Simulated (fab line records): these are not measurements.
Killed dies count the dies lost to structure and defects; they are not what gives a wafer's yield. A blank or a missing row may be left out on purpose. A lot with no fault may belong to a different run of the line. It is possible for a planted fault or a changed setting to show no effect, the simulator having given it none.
Which tool did it? || flow gf180mcu || Sampling: 12 lots, 36 wafers, 4 of 602 route steps

## WHAT THE GAUGES SHOWED, per wafer
GF_M3_RS_MEAS_05: measures by four-point-probe. Usual: M3_ALCU_RS typically reads 0.0694 ohm/sq, with standard deviation 0.00079.
{"lot": "L776", "measured": "day 20 08:32", "on": "filmMetro-02", "M3_ALCU_RS (ohm/sq)": "0.0683 0.0696 0.0688", "flag": ""}
{"lot": "L778", "measured": "day 21 04:34", "on": "filmMetro-01", "M3_ALCU_RS (ohm/sq)": "0.0677 0.0687 0.0677", "flag": ""}
{"lot": "L779", "measured": "day 21 09:14", "on": "filmMetro-02", "M3_ALCU_RS (ohm/sq)": "0.0684 0.0686 0.0685", "flag": ""}
{"lot": "L781", "measured": "day 22 08:21", "on": "filmMetro-01", "M3_ALCU_RS (ohm/sq)": "0.0705 0.0701 0.0699", "flag": ""}
{"lot": "L783", "measured": "day 23 09:17", "on": "filmMetro-03", "M3_ALCU_RS (ohm/sq)": "0.0692 0.0694 0.0688", "flag": ""}
{"lot": "L786", "measured": "day 24 12:53", "on": "filmMetro-03", "M3_ALCU_RS (ohm/sq)": "0.0698 0.0693 0.0695", "flag": ""}
{"lot": "L785", "measured": "day 24 16:07", "on": "filmMetro-03", "M3_ALCU_RS (ohm/sq)": "0.0697 0.0712 0.0705", "flag": ""}
{"lot": "L788", "measured": "day 25 03:52", "on": "filmMetro-02", "M3_ALCU_RS (ohm/sq)": "0.0693 0.0696 0.0688", "flag": ""}
{"lot": "L789", "measured": "day 25 11:53", "on": "filmMetro-03", "M3_ALCU_RS (ohm/sq)": "0.0701 0.0694 0.0703", "flag": ""}
{"lot": "L791", "measured": "day 25 15:44", "on": "filmMetro-01", "M3_ALCU_RS (ohm/sq)": "0.0698 0.0696 0.0692", "flag": ""}
{"lot": "L797", "measured": "day 27 18:50", "on": "filmMetro-01", "M3_ALCU_RS (ohm/sq)": "0.0695 0.0706 0.0698", "flag": ""}
{"lot": "L798", "measured": "day 28 15:53", "on": "filmMetro-02", "M3_ALCU_RS (ohm/sq)": "0.0700 0.0697 0.0689", "flag": ""}

GF_M3_CD_MEAS_14: the cd target is 280 nm. Usual: cdNm at 279.7 nm, with a standard deviation of 1.1.
{"lot": "L776", "measured": "day 21 08:09", "on": "cdSem-02", "cdNm (nm)": "279.2 279.8 280.2", "flag": ""}
{"lot": "L778", "measured": "day 22 03:51", "on": "cdSem-01", "cdNm (nm)": "279.3 278.7 279.2", "flag": ""}
{"lot": "L779", "measured": "day 22 08:13", "on": "cdSem-02", "cdNm (nm)": "278.8 278.4 278.3", "flag": ""}
{"lot": "L781", "measured": "day 23 06:38", "on": "cdSem-02", "cdNm (nm)": "278.5 279.8 279.0", "flag": ""}
{"lot": "L783", "measured": "day 24 07:46", "on": "cdSem-01", "cdNm (nm)": "279.6 280.6 280.1", "flag": ""}
{"lot": "L786", "measured": "day 25 09:46", "on": "cdSem-02", "cdNm (nm)": "280.9 280.7 281.3", "flag": ""}
{"lot": "L785", "measured": "day 25 14:12", "on": "cdSem-01", "cdNm (nm)": "280.9 281.5 281.8", "flag": ""}
{"lot": "L788", "measured": "day 26 00:47", "on": "cdSem-02", "cdNm (nm)": "280.6 280.5 280.7", "flag": ""}
{"lot": "L789", "measured": "day 26 08:53", "on": "cdSem-02", "cdNm (nm)": "245.2 271.0 246.0", "flag": "OFF"}
{"lot": "L791", "measured": "day 26 12:18", "on": "cdSem-02", "cdNm (nm)": "267.4 269.3 262.8", "flag": "OFF"}
{"lot": "L797", "measured": "day 28 14:49", "on": "cdSem-01", "cdNm (nm)": "280.4 280.7 280.9", "flag": ""}
{"lot": "L798", "measured": "day 29 10:59", "on": "cdSem-02", "cdNm (nm)": "279.1 279.0 278.6", "flag": ""}

## WHAT TOOL EACH LOT RAN ON (gives the tool, then ch and the chambers of the sampled wafers, and finally the start)
{"lot": "L776", "GF_SALICIDE_SPUTTER_03": "pvdSputter-01, day 15 04:34", "GF_M3_EXPOSE_11": "krfScanner-02 ch 0, day 20 20:40"}
{"lot": "L778", "GF_SALICIDE_SPUTTER_03": "pvdSputter-01, day 15 21:56", "GF_M3_EXPOSE_11": "krfScanner-02 ch 0, day 21 16:56"}
{"lot": "L779", "GF_SALICIDE_SPUTTER_03": "pvdSputter-03, day 16 04:24", "GF_M3_EXPOSE_11": "krfScanner-02 ch 0, day 21 21:07"}
{"lot": "L781", "GF_SALICIDE_SPUTTER_03": "pvdSputter-02, day 17 00:52", "GF_M3_EXPOSE_11": "krfScanner-01 ch 0, day 22 19:54"}
{"lot": "L783", "GF_SALICIDE_SPUTTER_03": "pvdSputter-03, day 18 02:57", "GF_M3_EXPOSE_11": "krfScanner-01 ch 0, day 23 20:50"}
{"lot": "L786", "GF_SALICIDE_SPUTTER_03": "pvdSputter-03, day 19 07:57", "GF_M3_EXPOSE_11": "krfScanner-01 ch 0, day 24 23:28"}
{"lot": "L785", "GF_SALICIDE_SPUTTER_03": "pvdSputter-01, day 19 10:54", "GF_M3_EXPOSE_11": "krfScanner-02 ch 0, day 25 03:58"}
{"lot": "L788", "GF_SALICIDE_SPUTTER_03": "pvdSputter-03, day 20 00:00", "GF_M3_EXPOSE_11": "krfScanner-02 ch 0, day 25 14:26"}
{"lot": "L789", "GF_SALICIDE_SPUTTER_03": "pvdSputter-02, day 20 09:20", "GF_M3_EXPOSE_11": "krfScanner-01 ch 0, day 25 22:21"}
{"lot": "L791", "GF_SALICIDE_SPUTTER_03": "pvdSputter-01, day 20 15:01", "GF_M3_EXPOSE_11": "krfScanner-01 ch 0, day 26 02:10"}
{"lot": "L797", "GF_SALICIDE_SPUTTER_03": "pvdSputter-02, day 23 00:11", "GF_M3_EXPOSE_11": "krfScanner-02 ch 0, day 28 05:07"}
{"lot": "L798", "GF_SALICIDE_SPUTTER_03": "pvdSputter-01, day 23 21:53", "GF_M3_EXPOSE_11": "krfScanner-02 ch 0, day 29 01:36"}
- GF_SALICIDE_SPUTTER_03: material TiN, target thk 20 nm, time 16.7 s.
- GF_M3_EXPOSE_11: exposes mask Metal3, target cd 280 nm.

## AS READ BY THE TOOLS THEMSELVES (means over the sampled wafers that have a number; for cases with no such wafer, the mark the record gives instead)
GF_SALICIDE_SPUTTER_03. Usual: throttleValvePct at 29.4 %, with a standard deviation of 1.1.
{"lot": "L776", "tool": "pvdSputter-01", "throttleValvePct (%)": 30.3, "flag": ""}
{"lot": "L778", "tool": "pvdSputter-01", "throttleValvePct (%)": 29.8, "flag": ""}
{"lot": "L779", "tool": "pvdSputter-03", "throttleValvePct (%)": 28.6, "flag": ""}
{"lot": "L781", "tool": "pvdSputter-02", "throttleValvePct (%)": 29.7, "flag": ""}
{"lot": "L783", "tool": "pvdSputter-03", "throttleValvePct (%)": 29.1, "flag": ""}
{"lot": "L786", "tool": "pvdSputter-03", "throttleValvePct (%)": 28.3, "flag": ""}
{"lot": "L785", "tool": "pvdSputter-01", "throttleValvePct (%)": 30.4, "flag": ""}
{"lot": "L788", "tool": "pvdSputter-03", "throttleValvePct (%)": 29.0, "flag": ""}
{"lot": "L789", "tool": "pvdSputter-02", "throttleValvePct (%)": 28.9, "flag": ""}
{"lot": "L791", "tool": "pvdSputter-01", "throttleValvePct (%)": 30.4, "flag": ""}
{"lot": "L797", "tool": "pvdSputter-02", "throttleValvePct (%)": 30.2, "flag": ""}
{"lot": "L798", "tool": "pvdSputter-01", "throttleValvePct (%)": 29.5, "flag": ""}

GF_M3_EXPOSE_11. Usual: exposureDoseMJCm2 at 27.92, with a standard deviation of 0.069.
{"lot": "L776", "tool": "krfScanner-02", "exposureDoseMJCm2": 27.86, "flag": ""}
{"lot": "L778", "tool": "krfScanner-02", "exposureDoseMJCm2": 27.88, "flag": ""}
{"lot": "L779", "tool": "krfScanner-02", "exposureDoseMJCm2": 27.88, "flag": ""}
{"lot": "L781", "tool": "krfScanner-01", "exposureDoseMJCm2": 28.01, "flag": ""}
{"lot": "L783", "tool": "krfScanner-01", "exposureDoseMJCm2": 27.99, "flag": ""}
{"lot": "L786", "tool": "krfScanner-01", "exposureDoseMJCm2": 27.97, "flag": ""}
{"lot": "L785", "tool": "krfScanner-02", "exposureDoseMJCm2": 27.84, "flag": ""}
{"lot": "L788", "tool": "krfScanner-02", "exposureDoseMJCm2": 27.84, "flag": ""}
{"lot": "L789", "tool": "krfScanner-01", "exposureDoseMJCm2": 27.99, "flag": ""}
{"lot": "L791", "tool": "krfScanner-01", "exposureDoseMJCm2": 27.99, "flag": ""}
{"lot": "L797", "tool": "krfScanner-02", "exposureDoseMJCm2": 27.83, "flag": ""}
{"lot": "L798", "tool": "krfScanner-02", "exposureDoseMJCm2": 27.84, "flag": ""}

## THE ANSWER, worked out from the rows above alone
Rule: a lot is off if the mean of its wafers that have a number lies more than 3 standard deviations from the usual mean. A lot without any number at a reading at which 4 lots or more have one is off too. The other lots that the step has rows for count as sound. Order of review: gauges by route order, followed by the tools' own readings, for which a lot's mean as printed above is used. The first step at which some lot is off is used, and at that step the reading that is off furthest; a lot without a number counts as furthest.
Off: L789, L791, at GF_M3_CD_MEAS_14 (cdNm).
A tool fits if, at a process step before that reading, it ran every lot that is off, and no sound lot after the first of them. Gauges at GF_M3_CD_MEAS_14: tried the same way as those tools. One fits: GF_M3_EXPOSE_11 on krfScanner-01. A fault onset in the window from L786 (day 24 23:28, its last sound lot) to L789 (day 25 22:21, its first lot off) fits.

## WHAT HAD BEEN PUT IN BY THE SIMULATOR
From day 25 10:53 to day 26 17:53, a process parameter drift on krfScanner-01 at GF_M3_EXPOSE_11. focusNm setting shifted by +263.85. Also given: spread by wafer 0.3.
Lots struck among those shown: L789, L791. The same result came from the rule above.
